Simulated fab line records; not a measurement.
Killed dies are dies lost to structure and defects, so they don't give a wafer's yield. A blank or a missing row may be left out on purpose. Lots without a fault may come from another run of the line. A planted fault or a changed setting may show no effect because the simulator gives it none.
fab line records    flow sky130
record lots=12  wafers=36  last_day=50
route steps=708 shown DNWELL@43 NWELL@77 VT_ADJUST_HVTP@92 PAD_OPEN@708
lots that met no fault: taken from a fault-free run of the same line
start_h: the number of hours between the record's first day and the start of the first shown wafer of the lot    wait_h: time in hours since the lot's previous step    " the same as in the row above    L1.1+2: a row that stands for several wafers    - no value, or no start was given    * or withheld: withheld    < > ~ a bound
route shown NAME@n: NAME is a module with steps in the file, n the number in the route of the first one    usual: average and standard deviation across the fault-free wafers    same: alike in all rows    chamber/n: place in a boat    sites: per-site readings    _std_site: standard deviation of those values    _edge_site: mean of outer sites minus mean of inner sites    radius_mm: for every site, how far away it sits from the centre of the wafer    mask NAME#n: copy n    behind: the tool/chamber that last shaped the wafer    hold: the reason the lot was held/the length of the hold in hours/how it ended    device: transistor that didn't switch, given as n, p or np    end of line: tests of these same wafers at the route's end    a step given without rows: its recipe and nothing more    killed: at the first sort, the dies lost to defects and structure; wafer yield is something else    map: the dies of a wafer, with x for killed, . for not killed, _ for no die there
set.NAME: the setting the step ran with; set.NAME@STEP: the setting that earlier step ran with    model.NAME: the simulator's own value behind a step, which no gauge read
steps of the route over a sample of lots; a table a step, a row a wafer
services: from which hour (start_h, from the record's first day; less than 0 if before it) a tool's chamber was out of use, for how many hours, and why
## steps
# step SKY_DNWELL_STRIP_08
# recipe chemistry=O2/N2  power_w=1400  pressure_mtorr=1500  platen_temp_c=withheld  o2_flow_sccm=3000  n2_flow_sccm=300  overash_fraction=0.5
# usual drypump_motor_current_A=5.27/0.26  oes_product_au=0.722/0.0043  strip_time_to_endpoint_s=36.91/0.11
lot.wafer  tool             chamber  start_h  wait_h  drypump_motor_current_A  oes_product_au  rf_hours_counter_h  strip_time_to_endpoint_s
L859.1     plasma_asher-02  1        59.32    0.1     4.91                     0.719           37                  36.92
L859.3     "                1        "        "       4.92                     0.720           -                   36.91
L859.4     "                0        "        "       5.51                     0.729           -                   36.93
L863.1     plasma_asher-01  1        85.16    0.1     4.96                     0.719           42                  36.98
L863.2     "                0        "        "       5.54                     0.722           42                  36.94
L863.5     "                1        "        "       4.93                     0.727           -                   37.10
L862.1     plasma_asher-03  1        85.31    0.1     5.27                     0.721           41                  36.88
L862.2     "                0        "        "       5.50                     0.719           41                  37.01
L862.5     "                1        "        "       5.26                     0.715           -                   36.89
L865.1     plasma_asher-02  0        90.81    0.1     5.52                     0.718           40                  36.94
L865.2     "                1        "        "       4.91                     0.725           40                  36.83
L865.4     "                1        "        "       4.92                     0.724           -                   36.88
L868.3     plasma_asher-02  0        107.04   0.1     5.50                     0.718           -                   36.93
L868.4     "                1        "        "       4.91                     0.721           -                   36.85
L868.6     "                1        "        "       4.93                     0.727           -                   36.93
L869.3     plasma_asher-02  1        112.25   0.1     4.96                     0.731           -                   36.79
L869.5     "                1        "        "       4.98                     0.728           -                   36.75
L869.6     "                0        "        "       5.51                     0.726           -                   36.69
L872.1     plasma_asher-02  1        128.65   0.1     4.93                     0.730           44                  36.81
L872.2     "                0        "        "       5.48                     0.727           44                  36.96
L872.4     "                0        "        "       5.49                     0.725           -                   36.85
L875.1     plasma_asher-01  1        146.95   0.1     5.01                     0.719           3                   36.94
L875.3     "                0        "        "       5.49                     0.721           -                   37.02
L875.5     "                0        "        "       5.49                     0.725           -                   37.01
L876.2     plasma_asher-02  0        148.57   0.1     5.51                     0.724           46                  36.99
L876.4     "                0        "        "       5.50                     0.723           -                   36.94
L876.5     "                0        "        "       5.50                     0.724           -                   36.94
L877.1     plasma_asher-02  1        157.71   0.1     4.94                     0.726           47                  36.86
L877.2     "                0        "        "       5.51                     0.721           47                  36.79
L877.3     "                0        "        "       5.52                     0.723           -                   36.87
L880.1     plasma_asher-01  1        169.75   0.1     5.00                     0.719           5                   36.77
L880.3     "                1        "        "       4.99                     0.725           -                   36.61
L880.5     "                0        "        "       5.45                     0.729           -                   36.76
L881.1     plasma_asher-01  0        179.66   0.1     5.51                     0.724           6                   36.96
L881.3     "                1        "        "       4.99                     0.724           -                   36.90
L881.4     "                0        "        "       5.49                     0.729           -                   36.95
# step SKY_NWELL_IMPLANT_24
# recipe species=B  energy_kev=141.4  dose_cm2=9.2e+12  tilt_deg=withheld
# usual beam_energy_keV=141.40/0.038
lot.wafer  tool          chamber  start_h  wait_h  beam_energy_keV
L859.1     implanter-01  0        110.07   0.0     141.43
L859.3     "             0        "        "       141.35
L859.4     "             0        "        "       141.44
L863.1     implanter-02  0        138.27   0.0     141.34
L863.2     "             0        "        "       141.38
L863.5     "             0        "        "       141.39
L862.1     implanter-02  0        139.64   0.0     141.36
L862.2     "             0        "        "       141.36
L862.5     "             0        "        "       141.39
L865.1     implanter-02  0        145.89   0.0     141.43
L865.2     "             0        "        "       141.45
L865.4     "             0        "        "       141.43
L868.3     implanter-02  0        164.07   0.1     141.37
L868.4     "             0        "        "       141.38
L868.6     "             0        "        "       141.38
L868.3     implanter-02  0        164.39   0.3     141.47
L868.4     "             0        "        "       141.45
L868.6     "             0        "        "       141.44
L869.3     implanter-04  0        170.04   0.1     141.55
L869.5     "             0        "        "       141.42
L869.6     "             0        "        "       141.38
L869.3     implanter-04  0        170.36   0.3     141.46
L869.5     "             0        "        "       141.45
L869.6     "             0        "        "       141.44
L872.1     implanter-04  0        188.62   0.0     141.39
L872.2     "             0        "        "       141.38
L872.4     "             0        "        "       141.35
L875.1     implanter-04  0        208.79   0.0     141.43
L875.3     "             0        "        "       141.34
L875.5     "             0        "        "       141.36
L876.2     implanter-04  0        211.62   0.0     141.47
L876.4     "             0        "        "       141.46
L876.5     "             0        "        "       141.42
L877.1     implanter-04  0        220.45   0.0     141.39
L877.2     "             0        "        "       141.40
L877.3     "             0        "        "       141.43
L880.1     implanter-04  0        234.42   0.0     141.44
L880.3     "             0        "        "       141.36
L880.5     "             0        "        "       141.37
L881.1     implanter-01  0        246.27   0.0     141.45
L881.3     "             0        "        "       141.40
L881.4     "             0        "        "       141.36
# step SKY_NWELL_TW_MEAS_26
# usual NWELL_2_TW=497/4.4
lot.wafer  tool           chamber  start_h  wait_h  NWELL_2_TW
L859.1     film_metro-02  -        110.32   0.1     499
L859.3     "              -        "        "       503
L859.4     "              -        "        "       500
L863.1     film_metro-01  -        138.52   0.1     494
L863.2     "              -        "        "       492
L863.5     "              -        "        "       493
L862.1     film_metro-02  -        139.89   0.1     506
L862.2     "              -        "        "       507
L862.5     "              -        "        "       503
L865.1     film_metro-01  -        146.14   0.1     496
L865.2     "              -        "        "       495
L865.4     "              -        "        "       495
L868.3     film_metro-02  -        164.73   0.2     622
L868.4     "              -        "        "       623
L868.6     "              -        "        "       621
L868.3     film_metro-02  -        164.96   0.2     622
L868.4     "              -        "        "       622
L868.6     "              -        "        "       623
L869.3     film_metro-02  -        170.58   0.1     629
L869.5     "              -        "        "       629
L869.6     "              -        "        "       627
L869.3     film_metro-02  -        170.84   0.2     627
L869.5     "              -        "        "       627
L869.6     "              -        "        "       624
L872.1     film_metro-04  -        188.87   0.1     495
L872.2     "              -        "        "       495
L872.4     "              -        "        "       493
L875.1     film_metro-01  -        209.04   0.1     500
L875.3     "              -        "        "       498
L875.5     "              -        "        "       496
L876.2     film_metro-04  -        211.85   0.1     493
L876.4     "              -        "        "       494
L876.5     "              -        "        "       493
L877.1     film_metro-04  -        220.70   0.1     489
L877.2     "              -        "        "       490
L877.3     "              -        "        "       492
L880.1     film_metro-01  -        234.67   0.1     492
L880.3     "              -        "        "       493
L880.5     "              -        "        "       495
L881.1     film_metro-04  -        246.52   0.1     492
L881.3     "              -        "        "       492
L881.4     "              -        "        "       492
# step SKY_VT_ADJUST_HVTP_CD_MEAS_07
# recipe target_cd_nm=380
# usual cd_nm=378.9/2.7
lot.wafer  tool       chamber  start_h  wait_h  cd_nm
L859.1     cd_sem-01  -        128.49   0.1     380.6
L859.3     "          -        "        "       379.9
L859.4     "          -        "        "       380.6
L863.1     cd_sem-01  -        159.10   0.1     378.6
L863.2     "          -        "        "       377.1
L863.5     "          -        "        "       375.4
L862.1     cd_sem-01  -        160.14   0.1     377.9
L862.2     "          -        "        "       376.4
L862.5     "          -        "        "       379.9
L865.1     cd_sem-01  -        166.55   0.1     377.9
L865.2     "          -        "        "       376.1
L865.4     "          -        "        "       378.2
L868.3     cd_sem-02  -        185.09   0.1     377.1
L868.4     "          -        "        "       377.8
L868.6     "          -        "        "       377.2
L869.3     cd_sem-01  -        191.73   0.1     378.4
L869.5     "          -        "        "       378.1
L869.6     "          -        "        "       375.6
L872.1     cd_sem-01  -        210.40   0.1     378.7
L872.2     "          -        "        "       379.3
L872.4     "          -        "        "       379.1
L875.1     cd_sem-01  -        231.31   0.1     379.3
L875.3     "          -        "        "       378.5
L875.5     "          -        "        "       379.7
L876.2     cd_sem-01  -        233.63   0.1     376.2
L876.4     "          -        "        "       375.1
L876.5     "          -        "        "       375.3
L877.1     cd_sem-01  -        244.09   0.1     384.7
L877.2     "          -        "        "       386.3
L877.3     "          -        "        "       383.2
L880.1     cd_sem-01  -        258.59   0.1     378.7
L880.3     "          -        "        "       379.5
L880.5     "          -        "        "       380.1
L881.1     cd_sem-02  -        270.52   0.2     382.6
L881.3     "          -        "        "       382.8
L881.4     "          -        "        "       382.2
# step SKY_VT_ADJUST_HVTP_STRIP_10
# recipe chemistry=O2/N2  power_w=1400  pressure_mtorr=1500  platen_temp_c=withheld  o2_flow_sccm=3000  n2_flow_sccm=300  overash_fraction=0.5
# usual drypump_motor_current_A=5.5/0.39  oes_product_au=0.715/0.004  strip_time_to_endpoint_s=14.16/0.037
lot.wafer  tool             chamber  start_h  wait_h  drypump_motor_current_A  oes_product_au  rf_hours_counter_h  strip_time_to_endpoint_s
L859.1     plasma_asher-04  0        128.79   0.1     5.8                      0.708           31                  14.16
L859.3     "                1        "        "       6.2                      0.715           -                   14.14
L859.4     "                0        "        "       5.8                      0.713           -                   14.13
L863.1     plasma_asher-03  1        159.41   0.1     5.3                      0.722           48                  14.16
L863.2     "                0        "        "       5.6                      0.716           48                  14.18
L863.5     "                0        "        "       5.6                      0.713           -                   14.18
L862.1     plasma_asher-03  1        160.44   0.1     5.3                      0.710           48                  14.15
L862.2     "                0        "        "       5.5                      0.713           48                  14.18
L862.5     "                0        "        "       5.5                      0.719           -                   14.14
L865.1     plasma_asher-03  1        166.86   0.1     5.3                      0.712           49                  14.16
L865.2     "                0        "        "       5.5                      0.708           49                  14.14
L865.4     "                1        "        "       5.3                      0.722           -                   14.15
L868.3     plasma_asher-02  0        185.39   0.1     5.5                      0.714           -                   14.19
L868.4     "                1        "        "       4.9                      0.716           -                   14.16
L868.6     "                0        "        "       5.5                      0.714           -                   14.12
L869.3     plasma_asher-02  0        192.03   0.1     5.5                      0.718           -                   14.20
L869.5     "                0        "        "       5.5                      0.720           -                   14.23
L869.6     "                1        "        "       4.9                      0.720           -                   14.18
L872.1     plasma_asher-03  1        210.74   0.1     5.3                      0.704           53                  14.13
L872.2     "                0        "        "       5.5                      0.715           53                  14.17
L872.4     "                1        "        "       5.3                      0.715           -                   14.17
L875.1     plasma_asher-03  1        231.62   0.1     5.3                      0.715           55                  14.10
L875.3     "                0        "        "       5.5                      0.714           -                   14.15
L875.5     "                0        "        "       5.6                      0.722           -                   14.13
L876.2     plasma_asher-03  0        233.92   0.1     5.5                      0.708           55                  14.16
L876.4     "                1        "        "       5.3                      0.715           -                   14.11
L876.5     "                0        "        "       5.5                      0.718           -                   14.18
L877.1     plasma_asher-03  1        244.39   0.1     5.3                      0.714           56                  14.09
L877.2     "                0        "        "       5.6                      0.715           56                  14.11
L877.3     "                0        "        "       5.5                      0.714           -                   14.10
L880.1     plasma_asher-03  1        258.89   0.1     5.3                      0.717           58                  14.24
L880.3     "                1        "        "       5.3                      0.714           -                   14.22
L880.5     "                0        "        "       5.6                      0.714           -                   14.21
L881.1     plasma_asher-04  0        270.83   0.1     5.9                      0.722           45                  14.17
L881.3     "                0        "        "       5.9                      0.714           -                   14.16
L881.4     "                1        "        "       6.2                      0.711           -                   14.22
# step SKY_PAD_OPEN_PROBE_99
# usual killed_at_M0_to_M3=43/7.3  killed_at_M4_up=3.5/2.2  killed_at_contacts=24/5.3  killed_at_front_end=15/4.2  killed_at_other=0.3/0.67  killed_dies=86/9.8  killed_open=47/7.2  killed_short=39/6.5
# same gross_dies=492  killed_at_back_side=0
lot.wafer  tool       chamber  start_h  wait_h  killed_at_M0_to_M3  killed_at_M4_up  killed_at_contacts  killed_at_front_end  killed_at_other  killed_dies  killed_open  killed_short
L859.1     prober-02  -        1077.02  0.1     43                  7                31                  13                   0                94           48           42
L859.3     prober-02  -        1077.12  0.2     42                  5                16                  20                   0                83           45           38
L859.4     prober-02  -        1077.17  0.2     31                  4                21                  14                   1                71           32           39
L863.1     prober-01  -        1104.40  0.1     37                  3                20                  24                   1                85           47           38
L863.2     prober-01  -        1104.45  0.1     46                  5                19                  15                   1                86           60           25
L863.5     prober-01  -        1104.60  0.2     49                  2                22                  11                   0                84           48           36
L862.1     prober-01  -        1107.47  0.1     46                  0                30                  13                   0                89           46           43
L862.2     prober-01  -        1107.52  0.1     34                  2                29                  18                   0                83           50           31
L862.5     prober-01  -        1107.67  0.2     41                  3                31                  12                   0                87           42           45
L868.3     prober-02  -        1154.21  0.2     44                  4                24                  6                    2                80           50           30
L868.4     prober-02  -        1154.26  0.2     35                  12               18                  7                    2                74           42           29
L868.6     prober-02  -        1154.36  0.2     44                  1                29                  15                   1                90           46           42
L865.1     prober-01  -        1155.61  0.1     41                  5                19                  18                   0                83           48           35
L865.2     prober-01  -        1155.66  0.1     50                  3                21                  12                   0                86           47           39
L865.4     prober-01  -        1155.76  0.2     39                  2                19                  7                    0                67           29           38
L869.3     prober-02  -        1157.21  0.2     44                  4                21                  15                   0                84           44           40
L869.5     prober-02  -        1157.31  0.2     36                  1                17                  16                   1                71           38           32
L869.6     prober-02  -        1157.36  0.2     37                  3                30                  24                   0                94           43           51
L872.1     prober-02  -        1160.41  0.4     37                  2                28                  14                   1                82           45           37
L872.2     prober-02  -        1160.46  0.4     30                  1                25                  12                   0                68           39           29
L872.4     prober-02  -        1160.56  0.5     34                  3                24                  17                   0                78           41           36
L875.1     prober-02  -        1169.90  0.1     43                  2                23                  15                   0                83           46           36
L875.3     prober-02  -        1170.00  0.2     33                  6                17                  17                   1                74           30           44
L875.5     prober-02  -        1170.10  0.2     47                  2                31                  18                   0                98           59           38
L876.2     prober-01  -        1171.45  0.1     32                  2                19                  13                   0                66           39           26
L876.4     prober-01  -        1171.55  0.2     46                  0                24                  11                   0                81           47           34
L876.5     prober-01  -        1171.60  0.2     35                  1                25                  19                   1                81           46           35
L877.1     prober-02  -        1178.90  0.1     59                  6                15                  12                   0                92           43           49
L877.2     prober-02  -        1178.95  0.1     43                  7                23                  11                   0                84           41           43
L877.3     prober-02  -        1179.00  0.2     62                  4                28                  20                   0                114          70           44
L880.3     prober-02  -        1205.74  0.2     41                  3                13                  11                   1                69           31           36
L880.5     prober-02  -        1205.84  0.2     39                  1                17                  21                   0                78           44           33
L881.1     prober-01  -        1207.04  0.1     47                  2                30                  22                   0                101          53           44
L881.3     prober-01  -        1207.14  0.2     45                  0                26                  18                   0                89           39           50
L881.4     prober-01  -        1207.19  0.2     51                  4                20                  19                   0                94           47           47
# killed by level:class
L859.1 VIA1:geometric_particle:open=13 LOCAL_INTERCONNECT:geometric_particle:short=7 METAL1:geometric_particle:short=7 CONTACT:geometric_particle:open=6 LI_CONTACT:geometric_particle:open=6 VIA2:geometric_particle:open=6 LI_CONTACT:geometric_particle:short=5 CONTACT:geometric_particle:short=4
L859.3 VIA2:geometric_particle:open=9 VIA1:geometric_particle:open=8 LI_CONTACT:geometric_particle:open=6 METAL2:geometric_particle:short=6 FIELD_ISO:geometric_particle:open=5 CONTACT:geometric_particle:open=5 METAL1:geometric_particle:short=5 METAL4:geometric_particle:short=5
L859.4 LI_CONTACT:geometric_particle:open=7 METAL1:geometric_particle:short=6 VIA3:geometric_particle:open=6 METAL2:geometric_particle:short=6 POLY_GATE:geometric_particle:short=5 LOCAL_INTERCONNECT:geometric_particle:short=5 VIA1:geometric_particle:open=5 POLY_GATE:geometric_particle:open=4
L863.1 VIA1:geometric_particle:open=11 CONTACT:geometric_particle:open=8 POLY_GATE:geometric_particle:open=8 METAL2:geometric_particle:short=6 VIA2:geometric_particle:open=6 FIELD_ISO:geometric_particle:short=4 POLY_GATE:geometric_particle:short=4 LOCAL_INTERCONNECT:geometric_particle:short=4
L863.2 VIA3:geometric_particle:open=12 VIA1:geometric_particle:open=10 CONTACT:geometric_particle:open=9 VIA2:geometric_particle:open=7 FIELD_ISO:geometric_particle:open=6 LI_CONTACT:geometric_particle:open=4 METAL2:geometric_particle:short=4 LOCAL_INTERCONNECT:geometric_particle:short=3
L863.5 VIA2:geometric_particle:open=11 VIA3:geometric_particle:open=9 CONTACT:geometric_particle:open=7 LI_CONTACT:geometric_particle:open=6 VIA1:geometric_particle:short=6 VIA1:geometric_particle:open=5 METAL3:geometric_particle:short=5 CONTACT:geometric_particle:short=4
L862.1 CONTACT:geometric_particle:open=15 VIA1:geometric_particle:open=9 VIA1:geometric_particle:short=8 LI_CONTACT:geometric_particle:open=7 FIELD_ISO:geometric_particle:short=6 METAL1:geometric_particle:short=6 LOCAL_INTERCONNECT:geometric_particle:short=5 VIA3:geometric_particle:short=5
L862.2 CONTACT:geometric_particle:open=16 VIA1:geometric_particle:open=10 VIA2:geometric_particle:open=7 POLY_GATE:geometric_particle:short=6 LI_CONTACT:geometric_particle:open=5 LOCAL_INTERCONNECT:geometric_particle:short=4 VIA2:geometric_particle:short=4 VIA3:geometric_particle:open=4
L862.5 CONTACT:geometric_particle:open=11 VIA1:geometric_particle:short=8 LI_CONTACT:geometric_particle:open=7 VIA1:geometric_particle:open=6 POLY_GATE:geometric_particle:short=6 CONTACT:geometric_particle:short=6 METAL1:geometric_particle:short=5 VIA3:geometric_particle:open=5
L868.3 VIA1:geometric_particle:open=17 CONTACT:geometric_particle:open=11 VIA2:geometric_particle:open=6 METAL1:geometric_particle:short=5 LI_CONTACT:geometric_particle:open=4 LOCAL_INTERCONNECT:geometric_particle:short=4 VIA3:geometric_particle:open=4 METAL2:geometric_particle:short=4
L868.4 VIA1:geometric_particle:open=12 CONTACT:geometric_particle:open=7 LI_CONTACT:geometric_particle:open=5 METAL1:geometric_particle:short=4 METAL2:geometric_particle:short=4 CONTACT:geometric_particle:short=3 VIA2:geometric_particle:open=3 METAL3:geometric_particle:short=3
L868.6 CONTACT:geometric_particle:open=12 METAL3:geometric_particle:short=9 VIA1:geometric_particle:open=9 CONTACT:geometric_particle:short=7 VIA2:geometric_particle:open=7 POLY_GATE:geometric_particle:open=5 VIA1:geometric_particle:short=5 LI_CONTACT:geometric_particle:open=5
L865.1 VIA1:geometric_particle:open=16 FIELD_ISO:geometric_particle:short=9 VIA2:geometric_particle:open=8 CONTACT:geometric_particle:open=5 LI_CONTACT:geometric_particle:open=5 METAL4:geometric_particle:short=5 METAL2:geometric_particle:short=4 LOCAL_INTERCONNECT:geometric_particle:open=3
L865.2 VIA1:geometric_particle:open=13 LOCAL_INTERCONNECT:geometric_particle:short=8 VIA2:geometric_particle:open=6 VIA2:geometric_particle:short=5 LI_CONTACT:geometric_particle:open=5 VIA3:geometric_particle:open=5 CONTACT:geometric_particle:open=4 VIA1:geometric_particle:short=4
L865.4 METAL2:geometric_particle:short=10 VIA1:geometric_particle:open=7 CONTACT:geometric_particle:open=6 LOCAL_INTERCONNECT:geometric_particle:short=4 VIA1:geometric_particle:short=4 VIA2:geometric_particle:open=4 METAL3:geometric_particle:short=4 LI_CONTACT:geometric_particle:open=3
L869.3 CONTACT:geometric_particle:open=10 VIA1:geometric_particle:open=8 METAL2:geometric_particle:short=8 POLY_GATE:geometric_particle:short=5 LI_CONTACT:geometric_particle:open=5 VIA2:geometric_particle:open=5 FIELD_ISO:geometric_particle:open=4 METAL1:geometric_particle:short=4
L869.5 METAL1:geometric_particle:short=7 LI_CONTACT:geometric_particle:open=6 VIA1:geometric_particle:open=6 CONTACT:geometric_particle:open=5 VIA3:geometric_particle:open=5 FIELD_ISO:geometric_particle:open=3 VIA1:geometric_particle:short=3 POLY_GATE:geometric_particle:short=3
L869.6 CONTACT:geometric_particle:open=12 FIELD_ISO:geometric_particle:short=9 LOCAL_INTERCONNECT:geometric_particle:short=7 FIELD_ISO:geometric_particle:open=6 METAL1:geometric_particle:short=6 VIA2:geometric_particle:open=6 CONTACT:geometric_particle:short=5 VIA1:geometric_particle:open=5
L872.1 VIA1:geometric_particle:open=11 CONTACT:geometric_particle:open=9 CONTACT:geometric_particle:short=8 METAL2:geometric_particle:short=7 FIELD_ISO:geometric_particle:open=5 POLY_GATE:geometric_particle:open=4 LOCAL_INTERCONNECT:geometric_particle:short=4 VIA2:geometric_particle:open=4
L872.2 CONTACT:geometric_particle:open=10 VIA1:geometric_particle:open=10 VIA2:geometric_particle:open=10 FIELD_ISO:geometric_particle:short=4 LI_CONTACT:geometric_particle:open=4 LI_CONTACT:geometric_particle:short=4 LOCAL_INTERCONNECT:geometric_particle:short=4 CONTACT:geometric_particle:short=3
L872.4 LI_CONTACT:geometric_particle:open=8 VIA3:geometric_particle:open=7 CONTACT:geometric_particle:open=7 FIELD_ISO:geometric_particle:open=6 VIA1:geometric_particle:open=6 CONTACT:geometric_particle:short=5 VIA2:geometric_particle:short=5 LOCAL_INTERCONNECT:geometric_particle:short=4
L875.1 VIA1:geometric_particle:open=9 VIA2:geometric_particle:open=6 LI_CONTACT:geometric_particle:open=6 LOCAL_INTERCONNECT:geometric_particle:short=6 VIA3:geometric_particle:short=6 VIA3:geometric_particle:open=6 CONTACT:geometric_particle:open=5 METAL1:geometric_particle:short=5
L875.3 METAL3:geometric_particle:short=9 POLY_GATE:geometric_particle:open=7 METAL4:geometric_particle:short=6 METAL2:geometric_particle:short=5 CONTACT:geometric_particle:open=5 CONTACT:geometric_particle:short=5 VIA1:geometric_particle:open=5 VIA2:geometric_particle:open=3
L875.5 CONTACT:geometric_particle:open=15 LI_CONTACT:geometric_particle:open=9 METAL1:geometric_particle:short=8 VIA2:geometric_particle:open=8 VIA1:geometric_particle:short=7 VIA1:geometric_particle:open=6 VIA3:geometric_particle:open=6 POLY_GATE:geometric_particle:open=5
L876.2 VIA1:geometric_particle:open=10 VIA3:geometric_particle:open=7 CONTACT:geometric_particle:short=6 VIA2:geometric_particle:open=6 FIELD_ISO:geometric_particle:open=4 LI_CONTACT:geometric_particle:open=4 LI_CONTACT:geometric_particle:short=3 LOCAL_INTERCONNECT:geometric_particle:short=3
L876.4 VIA1:geometric_particle:open=10 CONTACT:geometric_particle:open=8 VIA1:geometric_particle:short=7 LI_CONTACT:geometric_particle:open=7 VIA2:geometric_particle:open=6 FIELD_ISO:geometric_particle:open=5 VIA3:geometric_particle:open=5 LOCAL_INTERCONNECT:geometric_particle:short=4
L876.5 CONTACT:geometric_particle:open=11 VIA3:geometric_particle:open=8 METAL2:geometric_particle:short=7 FIELD_ISO:geometric_particle:open=6 CONTACT:geometric_particle:short=6 POLY_GATE:geometric_particle:short=5 LI_CONTACT:geometric_particle:open=5 VIA1:geometric_particle:open=5
L877.1 VIA1:geometric_particle:short=14 VIA2:geometric_particle:open=9 VIA1:geometric_particle:open=9 VIA3:geometric_particle:open=9 CONTACT:geometric_particle:open=7 METAL4:geometric_particle:short=5 VIA2:geometric_particle:short=5 FIELD_ISO:geometric_particle:short=4
L877.2 VIA1:geometric_particle:open=11 LI_CONTACT:geometric_particle:open=8 METAL2:geometric_particle:short=7 CONTACT:geometric_particle:open=6 METAL4:geometric_particle:short=6 CONTACT:geometric_particle:short=5 VIA1:geometric_particle:short=5 METAL1:geometric_particle:short=4
L877.3 VIA1:geometric_particle:open=15 CONTACT:geometric_particle:open=12 VIA2:geometric_particle:open=10 FIELD_ISO:geometric_particle:open=7 LI_CONTACT:geometric_particle:open=7 METAL2:geometric_particle:short=7 VIA3:geometric_particle:open=7 METAL1:geometric_particle:short=7
L880.3 VIA1:geometric_particle:open=7 VIA1:geometric_particle:short=6 CONTACT:geometric_particle:open=5 METAL1:geometric_particle:short=5 VIA2:geometric_particle:short=5 METAL2:geometric_particle:short=4 VIA2:geometric_particle:open=4 VIA3:geometric_particle:open=4
L880.5 VIA2:geometric_particle:open=8 VIA1:geometric_particle:open=8 LI_CONTACT:geometric_particle:open=7 POLY_GATE:geometric_particle:short=6 FIELD_ISO:geometric_particle:open=5 METAL2:geometric_particle:short=5 VIA3:geometric_particle:open=4 CONTACT:geometric_particle:open=4
L881.1 CONTACT:geometric_particle:open=14 VIA1:geometric_particle:open=12 LI_CONTACT:geometric_particle:open=7 VIA3:geometric_particle:open=7 METAL1:geometric_particle:short=6 FIELD_ISO:geometric_particle:short=5 VIA1:geometric_particle:short=5 METAL2:geometric_particle:short=5
L881.3 CONTACT:geometric_particle:open=11 VIA1:geometric_particle:open=11 FIELD_ISO:geometric_particle:short=9 METAL2:geometric_particle:short=9 METAL1:geometric_particle:short=7 VIA2:geometric_particle:short=6 VIA2:geometric_particle:open=5 LI_CONTACT:geometric_particle:short=4
L881.4 VIA1:geometric_particle:open=10 VIA2:geometric_particle:open=10 FIELD_ISO:geometric_particle:short=8 CONTACT:geometric_particle:open=7 LI_CONTACT:geometric_particle:open=7 VIA3:geometric_particle:open=6 POLY_GATE:geometric_particle:short=6 METAL2:geometric_particle:short=5
## services
tool             chamber  start_h  hours  kind
plasma_asher-03  -        44.88    9.9    repair
plasma_asher-02  -        52.89    3.3    repair
plasma_asher-01  -        108.75   9.0    pm
plasma_asher-01  0        108.75   9.0    vent_cycle
plasma_asher-01  1        108.75   9.0    vent_cycle
plasma_asher-01  0        117.75   -      clean
plasma_asher-01  1        117.75   -      clean
plasma_asher-04  -        122.35   0.3    repair
implanter-02     -        131.16   6.6    pm
plasma_asher-04  -        137.19   0.7    repair
implanter-02     -        156.80   1.1    repair
implanter-02     -        175.75   8.5    pm
plasma_asher-04  -        196.44   2.8    pm
implanter-04     -        213.88   3.0    repair
implanter-02     -        214.25   2.6    pm
implanter-01     -        237.08   1.0    repair
plasma_asher-01  -        251.18   9.3    repair
## key
first_sign step=SKY_NWELL_IMPLANT_24  reading=visit  direction=added
effect step=SKY_NWELL_TW_MEAS_26  reading=visit  direction=added
effect step=SKY_NWELL_TW_MEAS_26  reading=NWELL_2_TW  direction=up  sigmas=29  usual=497  struck=625
met_at SKY_NWELL_IMPLANT_24
struck_lots L868,L869
tester_left_out L868,L869
not_acting_at SKY_DNWELL_STRIP_08,SKY_VT_ADJUST_HVTP_CD_MEAS_07,SKY_VT_ADJUST_HVTP_STRIP_10
fault kind=repeated_step_whole  tool=implanter-01,implanter-02,implanter-04  chamber=-  onset_h=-  steps=SKY_NWELL_IMPLANT_24  times=1  scope=struck_lots_only
# tester_left_out: of these lots the tester's yield and bins aren't shown, on N5 and GAA mostly nor the transistor test; their killed dies are dies lost to structure and defects alone, not to doping, threshold or leakage, so they don't give the yield
